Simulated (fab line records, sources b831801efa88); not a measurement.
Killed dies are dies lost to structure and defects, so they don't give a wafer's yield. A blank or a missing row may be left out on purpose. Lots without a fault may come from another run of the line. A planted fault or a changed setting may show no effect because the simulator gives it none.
fab line records | flow sky130
record lots=7 wafers=21 last_day=50
route steps=708 shown SONOS_TUNNEL@158 SONOS_ONO@168 PAD_OPEN@708
lots that met no fault: from a run of the same line without faults
start_h: hours from the record's first day to the start of the lot's first wafer shown | wait_h: hours since the lot's step before | " the same as in the row above | L1.1+2: a row that stands for several wafers | - no value, or no start given | * or withheld: withheld | < > ~ a bound
route shown NAME@n: a module of which the file shows steps, and the number in the route of the first | usual: mean/standard deviation of fault-free wafers | same: alike in all rows | chamber/n: place in a boat | sites: the reading at each site | _std_site: their standard deviation | _edge_site: outer sites' mean less inner sites' | radius_mm: how far each site lies from the wafer's centre | mask NAME#n: copy n | behind: the tool/chamber that last shaped the wafer | hold: why the lot was held/for how many hours/how that ended | device: the transistor (n, p or np) that didn't switch | end of line: the same wafers' tests at the end of the route | a step without rows: its recipe alone | killed: dies lost to structure and defects at the first sort, not the wafer's yield | map: a wafer's dies, x killed, . not, _ none there
set.NAME: the setting as run; set.NAME@STEP: as run at that earlier step | model.NAME: the simulator's own value behind a step, which no gauge read
lots at some steps of the route; a table a step, a row a wafer
## steps
# step SKY_SONOS_TUNNEL_EXPOSE_04
# recipe mask_id=TUNM na=0.6 source_shape=conventional sigma_outer=0.6 polarization=unpolarized target_cd_nm=410 dose_mj=136
# step SKY_SONOS_TUNNEL_PEB_05
# recipe temp_c=withheld time_s=* resist=NOVOLAK
# step SKY_SONOS_TUNNEL_DEVELOP_06
# recipe resist=NOVOLAK developer=TMAH develop_time_s=60 dev_temp_c=23
# step SKY_SONOS_TUNNEL_CD_MEAS_07
# recipe target_cd_nm=410
# usual cd_nm=410.5/2.5
# columns lot.wafer tool chamber start_h wait_h cd_nm
L932.2 cd_sem-01 - 272.61 0.1 408.8
L932.3 " - " " 410.8
L932.5 " - " " 407.6
L936.1 cd_sem-01 - 305.78 0.1 411.7
L936.2 " - " " 408.7
L936.6 " - " " 408.2
L940.3 cd_sem-01 - 338.62 0.1 407.9
L940.4 " - " " 407.9
L940.5 " - " " 410.1
L941.1 cd_sem-01 - 351.80 0.1 404.7
L941.3 " - " " 405.8
L941.6 " - " " 406.0
L950.1 cd_sem-02 - 414.34 0.1 413.8
L950.2 " - " " 414.0
L950.3 " - " " 413.4
L951.1 cd_sem-02 - 424.54 0.1 410.7
L951.2 " - " " 411.8
L951.5 " - " " 411.5
L952.1 cd_sem-02 - 432.99 0.1 411.4
L952.4 " - " " 410.4
L952.6 " - " " 410.1
# step SKY_SONOS_TUNNEL_OVL_MEAS_08
# usual SONOS_TUNNEL_OVL=-0.6/1.5
# columns lot.wafer tool chamber start_h wait_h SONOS_TUNNEL_OVL[nm]
L932.2 overlay-02 - 272.72 0.1 -0.6
L932.3 " - " " 1.5
L932.5 " - " " 0.3
L936.1 overlay-02 - 305.90 0.1 1.7
L936.2 " - " " -0.1
L936.6 " - " " -1.7
L940.3 overlay-01 - 338.71 0.1 -1.7
L940.4 " - " " -0.6
L940.5 " - " " -0.7
L941.1 overlay-01 - 351.92 0.1 0.6
L941.3 " - " " -2.1
L941.6 " - " " 0.1
L950.1 overlay-02 - 414.46 0.1 1.3
L950.2 " - " " 0.4
L950.3 " - " " 2.2
L951.1 overlay-01 - 424.66 0.1 -1.9
L951.2 " - " " -0.8
L951.5 " - " " -1.8
L952.1 overlay-01 - 433.11 0.1 -2.3
L952.4 " - " " -0.7
L952.6 " - " " -2.2
# step SKY_SONOS_TUNNEL_IMPLANT_09
# recipe species=B energy_kev=20 dose_cm2=1e+12 tilt_deg=withheld
# step SKY_SONOS_TUNNEL_WET_ETCH_10
# recipe chemistry=dHF target_depth_nm=14 target=SiO2 dilution=100:1 temp_c=25 time_s=280
# step SKY_SONOS_TUNNEL_STRIP_11
# recipe chemistry=SPM time_s=600 temp_c=130
# step SKY_SONOS_TUNNEL_TW_MEAS_12
# usual SONOS_TUNNEL_TW=196.1/1.7
# columns lot.wafer tool chamber start_h wait_h SONOS_TUNNEL_TW
L932.2 film_metro-03 - 273.18 0.0 195.7
L932.3 " - " " 195.7
L932.5 " - " " 194.8
L936.1 film_metro-02 - 306.35 0.0 196.4
L936.2 " - " " 196.2
L936.6 " - " " 195.8
L940.3 film_metro-03 - 339.18 0.0 194.9
L940.4 " - " " 194.1
L940.5 " - " " 194.2
L941.1 film_metro-02 - 352.38 0.0 194.8
L941.3 " - " " 194.8
L941.6 " - " " 195.0
L950.1 film_metro-02 - 414.92 0.0 195.7
L950.2 " - " " 195.1
L950.3 " - " " 196.2
L951.1 film_metro-04 - 425.12 0.0 197.2
L951.2 " - " " 197.2
L951.5 " - " " 196.8
L952.1 film_metro-03 - 433.58 0.0 195.5
L952.4 " - " " 195.1
L952.6 " - " " 195.2
# step SKY_SONOS_TUNNEL_CLEAN_13
# recipe chemistry=dHF time_s=20 dilution=100:1 dry=ipa_marangoni
# step SKY_SONOS_ONO_OXIDATION_00
# recipe temp_c=800 ambient=O2 idle_temp_c=700 ramp_up_c_per_min=10 ramp_down_c_per_min=3 stabilise_s=600 purge_s=300 target_thk_a=26 ox_time_s=1249
# step SKY_SONOS_ONO_THK_MEAS_01
# recipe reads=SiO2_of_SONOS_ONO_OXIDATION_00
# usual SONOS_ONO_OXIDATION_THK=2.62/0.059
# columns lot.wafer tool chamber start_h wait_h SONOS_ONO_OXIDATION_THK[nm]
L932.2 film_metro-01 - 276.83 0.0 2.58
L932.3 " - " " 2.53
L932.5 " - " " 2.63
L936.1 film_metro-01 - 311.99 0.0 2.68
L936.2 " - " " 2.74
L936.6 " - " " 2.73
L940.3 film_metro-03 - 346.59 0.0 2.63
L940.4 " - " " 2.58
L940.5 " - " " 2.59
L941.1 film_metro-01 - 354.99 0.0 2.59
L941.3 " - " " 2.63
L941.6 " - " " 2.60
L950.1 film_metro-02 - 416.84 0.0 2.66
L950.2 " - " " 2.69
L950.3 " - " " 2.68
L951.1 film_metro-02 - 428.23 0.0 2.60
L951.2 " - " " 2.60
L951.5 " - " " 2.61
L952.1 film_metro-03 - 436.69 0.0 2.67
L952.4 " - " " 2.68
L952.6 " - " " 2.60
# step SKY_SONOS_ONO_CVD_02
# recipe material=Si3N4 precursor=DCS/NH3 target_thk_nm=10.5 temp_c=770 time_s=175 pressure_mtorr=250
# usual spike_tc_top_C=783.0/2.6
# columns lot.wafer tool chamber start_h wait_h spike_tc_top_C model.Si3N4_of_SONOS_ONO_CVD_02.thk_nm
L932.2 lpcvd-02 1 276.88 0.0 784.7 10.12
L932.3 " 1 " " 785.5 10.16
L932.5 " 1 " " 784.5 10.11
L936.1 lpcvd-02 0 312.05 0.1 777.1 10.18
L936.2 " 0 " " 778.4 10.12
L936.6 " 0 " " 780.9 10.04
L940.3 lpcvd-02 0 347.21 0.6 778.2 10.27
L940.4 " 0 " " 781.0 10.18
L940.5 " 0 " " 778.9 10.26
L941.1 lpcvd-02 0 355.49 0.5 779.8 10.14
L941.3 " 0 " " 779.7 10.22
L941.6 " 0 " " 777.4 10.14
L950.1 lpcvd-02 0 418.83 2.0 780.5 7.493
L950.2 " 0 " " 778.9 7.446
L950.3 " 0 " " 779.1 7.471
L951.1 lpcvd-02 1 429.29 1.1 782.8 7.464
L951.2 " 1 " " 783.2 7.47
L951.5 " 1 " " 784.1 7.607
L952.1 lpcvd-02 1 437.22 0.5 784.7 7.597
L952.4 " 1 " " 782.8 7.546
L952.6 " 1 " " 784.5 7.458
# step SKY_SONOS_ONO_THK_MEAS_03
# recipe reads=Si3N4_of_SONOS_ONO_CVD_02
# usual SONOS_ONO_CVD_02_THK=10.12/0.13
# columns lot.wafer tool chamber start_h wait_h hold SONOS_ONO_CVD_02_THK[nm]
L932.2 film_metro-01 - 278.47 0.0 - 10.11
L932.3 " - " " - 10.21
L932.5 " - " " - 10.09
L936.1 film_metro-02 - 313.10 0.0 - 10.27
L936.2 " - " " - 10.16
L936.6 " - " " - 10.02
L940.3 film_metro-02 - 348.28 0.0 - 10.24
L940.4 " - " " - 10.19
L940.5 " - " " - 10.31
L941.1 film_metro-02 - 356.54 0.0 - 10.12
L941.3 " - " " - 10.23
L941.6 " - " " - 10.19
L950.1 film_metro-03 - 419.88 0.0 await_dispo/0.2h/release 7.45
L950.2 " - " " await_dispo/0.2h/release 7.43
L950.3 " - " " await_dispo/0.2h/release 7.52
L950.1 film_metro-03 - 420.11 0.2 - 7.46
L950.2 " - " " - 7.46
L950.3 " - " " - 7.48
L951.1 film_metro-02 - 430.34 0.0 await_dispo/0.2h/release 7.47
L951.2 " - " " await_dispo/0.2h/release 7.48
L951.5 " - " " await_dispo/0.2h/release 7.60
L951.1 film_metro-02 - 430.57 0.2 - 7.44
L951.2 " - " " - 7.50
L951.5 " - " " - 7.65
L952.1 film_metro-03 - 438.27 0.0 await_dispo/0.2h/release 7.56
L952.4 " - " " await_dispo/0.2h/release 7.57
L952.6 " - " " await_dispo/0.2h/release 7.38
L952.1 film_metro-03 - 438.50 0.2 - 7.60
L952.4 " - " " - 7.55
L952.6 " - " " - 7.44
# step SKY_PAD_OPEN_PROBE_99
# usual killed_at_M0_to_M3=43/6.6 killed_at_M4_up=3.0/1.7 killed_at_contacts=24/5.4 killed_at_front_end=16/4.6 killed_at_other=0.3/0.53 killed_dies=87/9.7 killed_open=47/7.3 killed_short=39/6.5
# same gross_dies=492 killed_at_back_side=0
# columns lot.wafer tool chamber start_h wait_h killed_at_M0_to_M3 killed_at_M4_up killed_at_contacts killed_at_front_end killed_at_other killed_dies killed_open killed_short model.etest.sonos_uncharged.r_on_ohm_um model.etest.sonos_erased.drive_ua_um model.etest.cap_ono.gate_log10_a_cm2 model.etest.cap_ono.gate_bv_v model.etest.cap_ono.tox_acc_nm model.etest.sonos_programmed.vt_v model.etest.sonos_baked.vt_less_v model.etest.sonos_erased.vt_v
L932.2 prober-02 - 1095.81 0.1 36 3 28 22 1 90 39 51 790.9 177.2 -7.66 16.38 12.76 1.553 -0.6153 -2.332
L932.3 prober-02 - 1095.86 0.2 47 5 30 17 0 99 57 42 809 218.4 -7.669 15.5 12.69 1.577 -0.578 -2.395
L932.5 prober-02 - 1095.96 0.2 55 3 26 20 0 104 50 54 813.2 209.5 -7.847 16.58 12.74 1.511 -0.5057 -2.35
L936.1 prober-01 - 1128.89 0.1 40 1 20 20 0 81 46 35 804.2 168.7 -7.785 15.72 12.78 1.581 -0.5761 -2.282
L936.2 prober-01 - 1128.94 0.1 43 1 22 18 1 85 45 40 819.9 183.7 -7.783 15.87 12.78 1.579 -0.5362 -2.273
L936.6 prober-01 - 1129.14 0.2 32 2 32 9 0 75 42 33 818.3 203.7 -7.686 15.99 12.7 1.599 -0.5734 -2.326
L940.3 prober-01 - 1145.71 0.2 45 0 32 19 0 96 52 44 807.4 216.8 -7.559 16 12.56 1.647 -0.6409 -2.413
L940.4 prober-01 - 1145.76 0.2 54 2 29 21 0 106 55 51 810.1 189.3 -7.753 16.34 12.69 1.573 -0.5447 -2.336
L940.5 prober-01 - 1145.81 0.2 44 0 30 11 0 85 50 35 796.5 209.6 -7.662 16.06 12.68 1.592 -0.5676 -2.377
L941.1 prober-02 - 1152.18 0.1 36 3 20 22 0 81 44 37 789.5 227.9 -7.686 16.41 12.74 1.548 -0.5714 -2.383
L941.3 prober-02 - 1152.28 0.2 41 2 24 16 0 83 43 40 778.1 199.5 -7.81 16.35 12.78 1.511 -0.5353 -2.347
L941.6 prober-02 - 1152.43 0.2 44 3 30 20 1 98 52 46 799.6 231.5 -7.634 15.84 12.63 1.608 -0.5322 -2.402
L950.1 prober-01 - 1186.31 0.1 40 2 26 16 0 84 47 37 765.1 260.7 -6.212 15.33 11.62 1.835 -0.812 -2.495
L950.2 prober-01 - 1186.36 0.1 49 1 15 18 2 85 37 48 755.1 222.7 -6.17 14.69 11.5 1.804 -0.7712 -2.462
L950.3 prober-01 - 1186.41 0.2 48 3 24 12 0 87 53 34 774 231 -6.085 14.93 11.46 1.825 -0.8253 -2.447
L951.1 prober-02 - 1191.13 0.1 35 4 24 17 0 80 43 37 736.1 259.7 -5.944 15.14 11.34 1.83 -0.8719 -2.541
L951.2 prober-02 - 1191.18 0.1 39 1 28 12 0 80 44 36 723.7 238.3 -6.076 14.84 11.41 1.782 -0.7786 -2.511
L951.5 prober-02 - 1191.33 0.2 44 6 15 16 0 81 50 31 741.7 208.8 -5.947 14.71 11.37 1.806 -0.829 -2.509
L952.1 prober-01 - 1199.96 0.1 45 4 30 15 1 95 46 47 759.9 195 -6.129 14.88 11.52 1.82 -0.785 -2.433
L952.4 prober-01 - 1200.11 0.2 47 1 25 14 1 88 52 35 761.8 240.2 -6.01 14.84 11.5 1.809 -0.7508 -2.478
L952.6 prober-01 - 1200.21 0.2 45 3 34 17 0 99 62 37 774.1 233 -6.125 15.05 11.42 1.83 -0.8305 -2.5
# killed by level:class
L932.2 LOCAL_INTERCONNECT:geometric_particle:short=11 METAL1:geometric_particle:short=9 CONTACT:geometric_particle:open=7 FIELD_ISO:geometric_particle:short=5 FIELD_ISO:geometric_particle:open=5 CONTACT:geometric_particle:short=5 VIA1:geometric_particle:open=5 SPACER:geometric_particle:open=4
L932.3 CONTACT:geometric_particle:open=14 VIA1:geometric_particle:open=14 VIA2:geometric_particle:open=8 CONTACT:geometric_particle:short=7 VIA2:geometric_particle:short=6 POLY_GATE:geometric_particle:open=5 LI_CONTACT:geometric_particle:open=5 METAL2:geometric_particle:short=5
L932.5 CONTACT:geometric_particle:open=9 METAL2:geometric_particle:short=9 POLY_GATE:geometric_particle:short=8 VIA2:geometric_particle:open=8 VIA3:geometric_particle:open=8 LI_CONTACT:geometric_particle:open=7 CONTACT:geometric_particle:short=7 VIA1:geometric_particle:open=7
L936.1 LI_CONTACT:geometric_particle:open=10 VIA1:geometric_particle:open=10 FIELD_ISO:geometric_particle:short=8 VIA3:geometric_particle:open=6 VIA2:geometric_particle:open=5 METAL2:geometric_particle:short=5 POLY_CUT:geometric_particle:open=4 VIA1:geometric_particle:short=4
L936.2 METAL1:geometric_particle:short=9 CONTACT:geometric_particle:open=7 LI_CONTACT:geometric_particle:open=6 VIA1:geometric_particle:open=6 VIA3:geometric_particle:open=6 FIELD_ISO:geometric_particle:open=5 POLY_GATE:geometric_particle:open=5 METAL3:geometric_particle:short=5
L936.6 CONTACT:geometric_particle:open=18 VIA1:geometric_particle:open=6 VIA2:geometric_particle:open=6 LI_CONTACT:geometric_particle:open=5 CONTACT:geometric_particle:short=4 POLY_GATE:geometric_particle:short=3 LOCAL_INTERCONNECT:geometric_particle:short=3 METAL1:geometric_particle:short=3
L940.3 CONTACT:geometric_particle:open=10 CONTACT:geometric_particle:short=9 VIA1:geometric_particle:open=9 METAL2:geometric_particle:short=8 POLY_GATE:geometric_particle:open=6 LI_CONTACT:geometric_particle:open=6 FIELD_ISO:geometric_particle:short=5 LOCAL_INTERCONNECT:geometric_particle:short=5
L940.4 METAL2:geometric_particle:short=13 CONTACT:geometric_particle:open=12 VIA1:geometric_particle:open=10 VIA2:geometric_particle:open=10 FIELD_ISO:geometric_particle:open=6 FIELD_ISO:geometric_particle:short=5 POLY_GATE:geometric_particle:open=5 LI_CONTACT:geometric_particle:open=5
L940.5 VIA1:geometric_particle:open=13 VIA2:geometric_particle:open=10 CONTACT:geometric_particle:open=9 LI_CONTACT:geometric_particle:open=8 LI_CONTACT:geometric_particle:short=5 POLY_GATE:geometric_particle:short=4 VIA3:geometric_particle:open=4 VIA1:geometric_particle:short=4
L941.1 CONTACT:geometric_particle:open=10 VIA1:geometric_particle:open=10 FIELD_ISO:geometric_particle:short=7 METAL2:geometric_particle:short=6 VIA3:geometric_particle:open=5 FIELD_ISO:geometric_particle:open=4 POLY_GATE:geometric_particle:short=4 POLY_GATE:geometric_particle:open=4
L941.3 CONTACT:geometric_particle:open=9 POLY_GATE:geometric_particle:short=7 VIA2:geometric_particle:short=7 VIA1:geometric_particle:open=7 LI_CONTACT:geometric_particle:open=6 VIA3:geometric_particle:open=6 VIA2:geometric_particle:open=5 METAL1:geometric_particle:short=3
L941.6 METAL1:geometric_particle:short=10 LI_CONTACT:geometric_particle:open=9 CONTACT:geometric_particle:open=9 VIA2:geometric_particle:open=8 FIELD_ISO:geometric_particle:short=5 VIA1:geometric_particle:open=5 POLY_GATE:geometric_particle:open=5 METAL1:geometric_particle:open=5
L950.1 CONTACT:geometric_particle:open=15 VIA1:geometric_particle:open=8 VIA2:geometric_particle:open=7 METAL2:geometric_particle:short=6 FIELD_ISO:geometric_particle:short=5 CONTACT:geometric_particle:short=5 METAL1:geometric_particle:short=5 METAL3:geometric_particle:short=4
L950.2 METAL2:geometric_particle:short=11 METAL1:geometric_particle:short=9 VIA1:geometric_particle:open=8 CONTACT:geometric_particle:open=6 VIA2:geometric_particle:open=6 FIELD_ISO:geometric_particle:short=5 VIA3:geometric_particle:open=4 LOCAL_INTERCONNECT:geometric_particle:short=4
L950.3 VIA1:geometric_particle:open=14 VIA2:geometric_particle:open=10 LI_CONTACT:geometric_particle:open=8 LOCAL_INTERCONNECT:geometric_particle:short=5 METAL1:geometric_particle:short=5 CONTACT:geometric_particle:open=4 METAL2:geometric_particle:short=4 VIA3:geometric_particle:open=4
L951.1 VIA1:geometric_particle:open=10 CONTACT:geometric_particle:open=7 CONTACT:geometric_particle:short=6 VIA3:geometric_particle:open=6 FIELD_ISO:geometric_particle:open=5 POLY_GATE:geometric_particle:short=4 LI_CONTACT:geometric_particle:open=4 LOCAL_INTERCONNECT:geometric_particle:short=4
L951.2 CONTACT:geometric_particle:open=13 LI_CONTACT:geometric_particle:open=9 VIA3:geometric_particle:open=8 VIA1:geometric_particle:short=6 VIA1:geometric_particle:open=6 METAL2:geometric_particle:short=5 POLY_GATE:geometric_particle:short=4 CONTACT:geometric_particle:short=4
L951.5 VIA1:geometric_particle:open=12 VIA2:geometric_particle:open=7 LI_CONTACT:geometric_particle:open=7 FIELD_ISO:geometric_particle:open=5 VIA3:geometric_particle:open=5 CONTACT:geometric_particle:open=5 METAL1:geometric_particle:short=5 POLY_GATE:geometric_particle:open=4
L952.1 CONTACT:geometric_particle:open=13 VIA1:geometric_particle:open=12 METAL2:geometric_particle:short=9 LI_CONTACT:geometric_particle:open=6 METAL1:geometric_particle:short=6 VIA1:geometric_particle:short=5 LI_CONTACT:geometric_particle:short=5 FIELD_ISO:geometric_particle:open=4
L952.4 VIA1:geometric_particle:open=10 CONTACT:geometric_particle:open=9 VIA3:geometric_particle:open=9 METAL2:geometric_particle:short=9 LI_CONTACT:geometric_particle:open=7 VIA1:geometric_particle:short=6 CONTACT:geometric_particle:short=5 METAL1:geometric_particle:short=4
L952.6 CONTACT:geometric_particle:open=16 VIA1:geometric_particle:open=11 VIA3:geometric_particle:open=10 LI_CONTACT:geometric_particle:open=8 FIELD_ISO:geometric_particle:open=6 VIA1:geometric_particle:short=5 METAL2:geometric_particle:short=5 FIELD_ISO:geometric_particle:short=4
## key
first_sign step=SKY_SONOS_ONO_THK_MEAS_03 reading=visit direction=added
effect step=SKY_SONOS_ONO_THK_MEAS_03 reading=SONOS_ONO_CVD_02_THK direction=down sigmas=20 usual=10.12 struck=7.49
model_effect step=SKY_SONOS_ONO_CVD_02 value=Si3N4_of_SONOS_ONO_CVD_02.thk_nm without=10.14 struck=7.506
model_effect step=SKY_PAD_OPEN_PROBE_99 value=etest.sonos_uncharged.r_on_ohm_um without=798.5 struck=754.6
met_at SKY_SONOS_ONO_CVD_02
struck_wafers L950.1,L950.2,L950.3,L951.1,L951.2,L951.5,L952.1,L952.4,L952.6
tester_left_out L950,L951,L952
onset_between 355.49 418.83
also_fits time
fault kind=process_parameter_drift tool=lpcvd-02 chamber=- onset_h=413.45 steps=SKY_SONOS_ONO_CVD_02 channel=target_thk_nm offset=-2.7116 shape=step end_h=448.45 acts_in=these_recipes_only stated=10.5
# tester_left_out: of these lots the tester's yield and bins aren't shown, on N5 and GAA mostly nor the transistor test; their killed dies are dies lost to structure and defects alone, not to doping, threshold or leakage, so they don't give the yield
